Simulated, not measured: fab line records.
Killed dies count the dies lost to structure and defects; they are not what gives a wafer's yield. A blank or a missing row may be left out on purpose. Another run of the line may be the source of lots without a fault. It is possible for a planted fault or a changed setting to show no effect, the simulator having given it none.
Comparing a struck lot with a sound one ; flow sky130 ; 43 steps out of a route of 708
Sound: the wafers L867.4, L867.5, L867.6. Struck: wafers L884.1, L884.3, L884.5. The cause comes at the end.
Per side, at each step with rows, come the tool, then ch with its chambers, and then its first start. Under that, the readings that differ: sound wafers ; struck wafers ; difference of the means ; sigmas: that difference in standard deviations of wafers without a fault.
alike: readings whose means differ by less than 2 such deviations, and words and numbers that are the same on both sides. not compared: withheld readings, readings that some wafer has no value for, bounds like >300 that may hide the same value, and numbers for which the record gives no deviation and whose values overlap.
A row with sigmas, a row that says differs or no value, or rows on one side alone: a step with any of these is where the two part. Numbers that have no deviation but don't overlap get no sigmas and don't part them. A reading that every wafer of one side lacks parts them only if that side has two wafers or more.

first, 1 step without rows for these wafers: SKY_VT_ADJUST_PCH_IMPLANT_08.
SKY_VT_ADJUST_PCH_STRIP_09: strips in O2/N2.
  sound on plasma asher-04 ch 0,1, day 11 07:52; struck on plasma asher-04 ch 0,1, day 16 12:12
  alike: drypump motor current A, n2 flow sccm, oes product au, strip time to endpoint s
  not compared: rf hours counter h
SKY_VT_ADJUST_PCH_TW_MEAS_10:
  sound on film metro-04, day 11 07:58; struck on film metro-01, day 16 12:18
  alike: VT_ADJUST_PCH_TW
then, 7 steps without rows for these wafers: SKY_SONOS_TUNNEL_DEHYDRATE_00 (time 60 s); SKY_SONOS_TUNNEL_HMDS_01 (prime time 60 s); SKY_SONOS_TUNNEL_COAT_02 (resist thk 1140 nm); SKY_SONOS_TUNNEL_SOFTBAKE_03 (time 60 s); SKY_SONOS_TUNNEL_EXPOSE_04 (exposes mask TUNM, target cd 410 nm); SKY_SONOS_TUNNEL_PEB_05; SKY_SONOS_TUNNEL_DEVELOP_06 (develop time 60 s).
SKY_SONOS_TUNNEL_CD_MEAS_07: the cd target is 410 nm.
  sound on cd sem-02, day 12 07:47; struck on cd sem-02, day 17 16:02
  alike: cd nm
SKY_SONOS_TUNNEL_OVL_MEAS_08:
  sound on overlay-01, day 12 07:52; struck on overlay-01, day 17 16:09
  alike: SONOS_TUNNEL_OVL
SKY_SONOS_TUNNEL_IMPLANT_09:
  sound on implanter-02 ch 0, day 12 07:58; struck on implanter-02 ch 0, day 17 16:11
then, 2 steps without rows for these wafers: SKY_SONOS_TUNNEL_WET_ETCH_10 (etches SiO2 in dHF, target depth 14 nm, time 280 s); SKY_SONOS_TUNNEL_STRIP_11 (strips in SPM, time 600 s).
SKY_SONOS_TUNNEL_TW_MEAS_12:
  sound on film metro-01, day 12 08:31; struck on film metro-01, day 17 16:36
  alike: SONOS_TUNNEL_TW
then, 2 steps without rows for these wafers: SKY_SONOS_TUNNEL_CLEAN_13 (cleans in dHF, time 20 s); SKY_SONOS_ONO_OXIDATION_00 (stabilise 600 s, purge 300 s, target thk 2.6 nm).
SKY_SONOS_ONO_THK_MEAS_01:
  sound on film metro-03, day 12 11:45; struck on film metro-04, day 17 18:01
  alike: SONOS_ONO_OXIDATION_THK
then, 1 step without rows for these wafers: SKY_SONOS_ONO_CVD_02 (deposits Si3N4 from DCS/NH3, target thk 10.5 nm, time 180 s).
SKY_SONOS_ONO_THK_MEAS_03:
  sound on film metro-02, day 12 13:32; struck on film metro-02, day 17 20:47
  alike: SONOS_ONO_CVD_02_THK
then, 1 step without rows for these wafers: SKY_SONOS_ONO_CVD_04 (deposits SiO2 from SiH4/N2O, target thk 5.7199 nm).
SKY_SONOS_ONO_THK_MEAS_05:
  sound on film metro-02, day 12 14:50; struck on film metro-02, day 17 22:05
  alike: SONOS_ONO_CVD_04_THK
then, 7 steps without rows for these wafers: SKY_SONOS_ONO_DEHYDRATE_06 (time 60 s); SKY_SONOS_ONO_HMDS_07 (prime time 60 s); SKY_SONOS_ONO_COAT_08 (resist thk 1140 nm); SKY_SONOS_ONO_SOFTBAKE_09 (time 60 s); SKY_SONOS_ONO_EXPOSE_10 (exposes mask ONOM, target cd 410 nm); SKY_SONOS_ONO_PEB_11; SKY_SONOS_ONO_DEVELOP_12 (develop time 60 s).
SKY_SONOS_ONO_CD_MEAS_13: the cd target is 410 nm.
  sound on cd sem-01, day 13 15:46; struck on cd sem-01, day 19 04:25
  alike: cd nm
SKY_SONOS_ONO_OVL_MEAS_14:
  sound on overlay-01, day 13 15:50; struck on overlay-02, day 19 04:32
  alike: SONOS_ONO_OVL
SKY_SONOS_ONO_ETCH_15: etches the open film in CHF3/O2, target depth 19.52 nm, time 7.8 s.
  sound on rie diel-04 ch 0,1,2, day 13 15:52; struck on rie diel-02 ch 1,2,3, day 19 04:34
  alike: O2_flow_sccm, drypump motor current A, oes product au, throttle valve pct
  not compared: rf hours counter h
then, 1 step without rows for these wafers: SKY_SONOS_ONO_WET_ETCH_16 (etches SiO2 in dHF, target depth 14 nm, time 280 s).
SKY_SONOS_ONO_STRIP_17: strips in O2/N2.
  sound on plasma asher-03 ch 0,1, day 13 16:00; struck on plasma asher-03 ch 1, day 19 04:41
  alike: drypump motor current A, n2 flow sccm, oes product au, strip time to endpoint s
  not compared: rf hours counter h
then, 3 steps without rows for these wafers: SKY_SONOS_ONO_WET_ETCH_18 (etches Si3N4 in H3PO4, target depth 15 nm, time 172 s); SKY_GATE_OXIDE_CLEAN_00 (cleans in SC1/SC2, time 150 s); SKY_GATE_OXIDE_OXIDATION_01 (stabilise 600 s, purge 300 s, target thk 10.268 nm).
SKY_GATE_OXIDE_THK_MEAS_02:
  sound on film metro-02, day 13 17:37; struck on film metro-02, day 19 07:25
  alike: GATE_OXIDE_OXIDATION_00_THK
then, 3 steps without rows for these wafers: SKY_GATE_OXIDE_DEHYDRATE_03 (time 60 s); SKY_GATE_OXIDE_HMDS_04 (prime time 60 s); SKY_GATE_OXIDE_COAT_05 (resist thk 1140 nm).
-- the record jumps here: 31 days lie between the struck wafers' starts before and after (it left off in module GATE_OXIDE and takes up again in module PAD_OPEN, whose first step shown is number 708 of the route) --
SKY_PAD_OPEN_PROBE_99:
  sound on prober-02, day 46 17:10; struck on prober-01, day 50 06:07
reading;sound;struck;difference;sigmas
model.etest.tip sonos.rs ohm sq range;45.07 56.08 48.18;72.59 97.78 66.89;+29.31;
  alike: killed_at_M0_to_M3, killed_at_M4_up, killed at contacts, killed at front end, killed at other, killed dies, killed open, killed short

== WHERE THEY PART ==
Nowhere in this record.

WHY: whatever the simulator had introduced
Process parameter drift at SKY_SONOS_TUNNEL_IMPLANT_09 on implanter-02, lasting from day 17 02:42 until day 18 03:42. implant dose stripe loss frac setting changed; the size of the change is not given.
